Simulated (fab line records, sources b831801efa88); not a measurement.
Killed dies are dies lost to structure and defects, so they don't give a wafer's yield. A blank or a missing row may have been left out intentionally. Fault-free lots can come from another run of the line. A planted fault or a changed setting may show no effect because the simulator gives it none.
Chamber matching ; flow sky130 ; 4 sister chambers for SKY_CONTACT_CMP_04 on cmp-02
The step polishes SiO2. 14 wafers are shown with their chamber, then 7 later ones without.

## WAFERS PAIRED WITH THEIR CHAMBERS
wafer;chamber;motorCurrentA (A);timeToEndpointS (s)
L648.1;1;12.4;87
L648.4;2;11.7;86
L648.6;2;11.5;85
L650.1;3;12.7;89
L650.2;1;12.5;87
L650.3;2;11.9;83
L651.1;0;11.2;81
L651.3;1;13.1;90
L651.4;3;12.1;84
L652.2;1;13.0;75
L652.3;0;10.6;83
L652.4;3;12.9;73
L662.2;3;13.0;79
L662.3;1;13.1;82

SIGNATURES, as means of the wafers listed above
reading;chamber 0;chamber 1;chamber 2;chamber 3;scatter within a chamber
motorCurrentA;10.900;12.820;11.700;12.675;0.349
timeToEndpointS;82.00;84.20;84.67;81.25;5.35
Rule: a wafer lies at a distance from a chamber equal to the root of the sum of squares, over the readings, of (its reading less the chamber's mean, divided by the reading's scatter). The wafer belongs to the nearest chamber; if the next one is less than 2 further off, it can't be placed. The scatter: take each reading less its chamber's mean, square it, sum over the shown wafers, divide by the number of wafers less the number of chambers, and take the root.

## WAFERS MISSING THEIR CHAMBER
wafer;motorCurrentA (A);timeToEndpointS (s)
L662.6;12.7;78
L666.3;12.2;88
L666.4;11.8;83
L666.6;13.8;85
L668.2;11.8;76
L668.3;11.7;76
L668.5;10.8;84

## CHAMBER TAKEN BY EACH
wafer;from the rows above;in truth
L662.6;can't be placed: 3 or 1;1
L666.3;can't be placed: 2 or 3 or 1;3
L666.4;2;2
L666.6;can't be placed: 1 or 3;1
L668.2;can't be placed: 2 or 3 or 0 or 1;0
L668.3;can't be placed: 2 or 0 or 3 or 1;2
L668.5;0;0
Placed correctly: 2 of 7. Not placeable from these rows: 5 (in 5, the candidates include the true chamber). 0 placed wrongly.
